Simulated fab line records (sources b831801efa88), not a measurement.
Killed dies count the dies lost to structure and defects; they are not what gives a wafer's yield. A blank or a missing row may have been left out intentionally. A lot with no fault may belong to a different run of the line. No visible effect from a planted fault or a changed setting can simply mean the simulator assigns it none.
A sampling plan put to the test | flow sky130 | each of the 24 faults these records tell of, on one fab line, judged from the records of the lots it struck
What counts as the plan is the set of the line's own looks, namely the steps on the route at which a gauge or an inspection reads a wafer and does not change it. Where struck wafers have a number at a look and the file lists that look's usual mean and standard deviation on fault-free wafers, the look can be judged. Caught: a look later than the fault's first step finds the struck wafers' mean 4 or more of those standard deviations (sigma) from the usual mean. On the tool: the test repeated on the tool's own readings taken at the fault's steps. Caught also covers a different recipe on the struck wafers, or a record left blank for those wafers only.

THE FAULTS, as the simulator had put them in
1. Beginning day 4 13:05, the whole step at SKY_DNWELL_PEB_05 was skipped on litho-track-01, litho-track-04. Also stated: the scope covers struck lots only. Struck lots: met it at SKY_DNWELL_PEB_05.
2. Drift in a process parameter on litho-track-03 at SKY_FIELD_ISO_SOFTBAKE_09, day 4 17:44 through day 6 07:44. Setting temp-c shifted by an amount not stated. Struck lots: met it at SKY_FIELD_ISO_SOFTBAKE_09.
3. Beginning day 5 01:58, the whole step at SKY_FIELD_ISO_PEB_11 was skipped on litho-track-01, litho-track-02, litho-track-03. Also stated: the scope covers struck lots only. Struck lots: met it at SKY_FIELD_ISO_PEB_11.
4. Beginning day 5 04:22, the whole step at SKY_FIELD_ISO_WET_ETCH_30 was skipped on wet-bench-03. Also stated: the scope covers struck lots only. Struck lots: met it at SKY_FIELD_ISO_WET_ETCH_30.
5. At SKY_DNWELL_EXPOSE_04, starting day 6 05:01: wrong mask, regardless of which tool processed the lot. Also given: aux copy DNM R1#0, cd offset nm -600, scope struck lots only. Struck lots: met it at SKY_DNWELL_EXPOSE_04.
6. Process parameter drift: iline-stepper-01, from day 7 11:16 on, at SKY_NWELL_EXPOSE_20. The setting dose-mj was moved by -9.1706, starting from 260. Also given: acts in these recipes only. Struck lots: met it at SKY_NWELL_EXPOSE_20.
7. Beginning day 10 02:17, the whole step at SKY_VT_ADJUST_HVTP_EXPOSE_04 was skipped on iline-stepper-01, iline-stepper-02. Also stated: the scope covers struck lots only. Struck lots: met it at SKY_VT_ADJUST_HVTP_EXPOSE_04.
8. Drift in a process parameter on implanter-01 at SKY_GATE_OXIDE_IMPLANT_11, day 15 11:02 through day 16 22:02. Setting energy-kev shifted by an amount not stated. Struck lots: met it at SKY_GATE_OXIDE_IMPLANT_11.
9. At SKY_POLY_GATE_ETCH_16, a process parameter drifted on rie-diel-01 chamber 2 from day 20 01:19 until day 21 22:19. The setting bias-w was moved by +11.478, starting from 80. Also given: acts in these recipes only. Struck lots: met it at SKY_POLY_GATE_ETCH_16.
10. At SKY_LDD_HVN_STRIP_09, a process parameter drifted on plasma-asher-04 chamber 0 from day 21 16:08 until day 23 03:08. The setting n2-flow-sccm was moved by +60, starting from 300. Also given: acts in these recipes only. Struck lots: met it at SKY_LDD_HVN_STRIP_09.
11. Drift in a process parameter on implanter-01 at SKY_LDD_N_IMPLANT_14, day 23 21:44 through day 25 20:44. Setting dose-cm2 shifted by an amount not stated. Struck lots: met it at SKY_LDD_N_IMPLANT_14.
12. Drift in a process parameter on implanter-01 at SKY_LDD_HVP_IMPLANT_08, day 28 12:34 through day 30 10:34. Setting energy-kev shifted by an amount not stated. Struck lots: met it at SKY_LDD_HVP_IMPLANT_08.
13. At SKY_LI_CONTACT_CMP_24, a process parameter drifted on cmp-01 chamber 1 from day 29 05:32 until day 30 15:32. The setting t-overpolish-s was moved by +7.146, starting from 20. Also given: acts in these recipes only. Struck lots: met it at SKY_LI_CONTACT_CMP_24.
14. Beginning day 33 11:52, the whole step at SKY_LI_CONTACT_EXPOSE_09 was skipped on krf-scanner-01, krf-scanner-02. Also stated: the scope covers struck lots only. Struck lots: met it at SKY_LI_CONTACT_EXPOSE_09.
15. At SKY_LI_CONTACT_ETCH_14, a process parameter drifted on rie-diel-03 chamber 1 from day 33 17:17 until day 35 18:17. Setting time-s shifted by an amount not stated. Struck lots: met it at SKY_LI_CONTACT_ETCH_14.
16. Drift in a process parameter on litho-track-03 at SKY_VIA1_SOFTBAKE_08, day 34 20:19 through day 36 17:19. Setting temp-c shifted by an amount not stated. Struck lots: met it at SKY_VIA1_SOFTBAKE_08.
17. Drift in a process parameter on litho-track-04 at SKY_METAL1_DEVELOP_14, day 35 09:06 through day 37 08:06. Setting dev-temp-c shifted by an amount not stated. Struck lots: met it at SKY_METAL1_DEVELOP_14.
18. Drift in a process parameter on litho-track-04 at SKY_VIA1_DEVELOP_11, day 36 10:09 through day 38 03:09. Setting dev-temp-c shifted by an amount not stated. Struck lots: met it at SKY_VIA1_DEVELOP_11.
19. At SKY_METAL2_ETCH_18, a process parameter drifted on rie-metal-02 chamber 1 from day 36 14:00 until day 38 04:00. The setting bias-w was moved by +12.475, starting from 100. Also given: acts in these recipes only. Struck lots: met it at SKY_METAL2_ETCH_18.
20. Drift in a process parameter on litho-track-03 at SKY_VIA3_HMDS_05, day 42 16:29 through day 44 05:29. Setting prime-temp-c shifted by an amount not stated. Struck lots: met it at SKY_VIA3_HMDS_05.
21. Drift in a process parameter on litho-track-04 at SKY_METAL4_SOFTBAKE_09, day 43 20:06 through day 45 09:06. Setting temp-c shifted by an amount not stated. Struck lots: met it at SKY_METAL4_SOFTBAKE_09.
22. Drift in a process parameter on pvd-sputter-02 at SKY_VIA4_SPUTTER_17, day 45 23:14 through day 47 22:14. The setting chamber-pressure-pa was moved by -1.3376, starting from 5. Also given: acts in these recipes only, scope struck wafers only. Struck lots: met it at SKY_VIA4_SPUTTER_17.
23. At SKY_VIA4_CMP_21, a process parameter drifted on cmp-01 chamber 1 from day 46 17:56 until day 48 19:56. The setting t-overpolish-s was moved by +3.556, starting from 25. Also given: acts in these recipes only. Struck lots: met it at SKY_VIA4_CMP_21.
24. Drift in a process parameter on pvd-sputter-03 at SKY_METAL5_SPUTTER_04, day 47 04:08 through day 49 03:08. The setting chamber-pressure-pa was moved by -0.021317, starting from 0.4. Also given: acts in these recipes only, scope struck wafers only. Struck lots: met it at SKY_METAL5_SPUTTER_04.

WHAT THE PLAN SAW
fault | on the tool itself                               | first look that catches it     | reading, sigma | median hours from its first step to that look | hours from the fault's start to the first struck lot there | judged looks passed uncaught
1     | the tool's record is blank for the struck wafers | no look after it can be judged | -              | -                                             | -                                                          | 0
2     | heater-power-total-W +5.4 sigma                  | no look after it can be judged | -              | -                                             | -                                                          | 0
3     | no reading that can be judged                    | no look after it can be judged | -              | -                                             | -                                                          | 0
4     | the tool's record is blank for the struck wafers | no look after it can be judged | -              | -                                             | -                                                          | 0
5     | no reading that can be judged                    | no look after it can be judged | -              | -                                             | -                                                          | 0
6     | exposure-dose-mJ-cm2 -36 sigma                   | no look after it can be judged | -              | -                                             | -                                                          | 0
7     | no reading that can be judged                    | no look after it can be judged | -              | -                                             | -                                                          | 0
8     | beam-energy-keV +99 or beyond sigma              | no look after it can be judged | -              | -                                             | -                                                          | 0
9     | bias-w +44 sigma                                 | no look after it can be judged | -              | -                                             | -                                                          | 0
10    | n2-flow-sccm +69 sigma                           | no look after it can be judged | -              | -                                             | -                                                          | 0
11    | dose-ions-cm2 -37 sigma                          | no look after it can be judged | -              | -                                             | -                                                          | 0
12    | beam-energy-keV +99 or beyond sigma              | no look after it can be judged | -              | -                                             | -                                                          | 0
13    | overpolish-run-s +99 or beyond sigma             | no look after it can be judged | -              | -                                             | -                                                          | 0
14    | no reading that can be judged                    | no look after it can be judged | -              | -                                             | -                                                          | 0
15    | oes-product-au +6.9 sigma                        | no look after it can be judged | -              | -                                             | -                                                          | 0
16    | plate-temp-C -16 sigma                           | no look after it can be judged | -              | -                                             | -                                                          | 0
17    | developer-temp-C -7.5 sigma                      | no look after it can be judged | -              | -                                             | -                                                          | 0
18    | developer-temp-C -8.7 sigma                      | no look after it can be judged | -              | -                                             | -                                                          | 0
19    | bias-w +42 sigma                                 | no look after it can be judged | -              | -                                             | -                                                          | 0
20    | prime-temp-c +22 sigma                           | no look after it can be judged | -              | -                                             | -                                                          | 0
21    | plate-temp-C -14 sigma                           | no look after it can be judged | -              | -                                             | -                                                          | 0
22    | chamber-pressure-pa -99 or beyond sigma          | no look after it can be judged | -              | -                                             | -                                                          | 0
23    | overpolish-run-s +99 or beyond sigma             | no look after it can be judged | -              | -                                             | -                                                          | 0
24    | chamber-pressure-pa -25 sigma                    | no look after it can be judged | -              | -                                             | -                                                          | 0
A dash: this means the fault isn't caught or the number doesn't appear in these records.

Caught at a look: 0 of 24. Caught on the tool: 20 of 24. By one or the other: 20 of 24.
Faults caught by the tool alone: 1, 2, 4, 6, 8, 9, 10, 11, 12, 13, 15, 16, 17, 18, 19, 20, 21, 22, 23, 24.
Caught by neither: faults 3, 5, 7, 14.
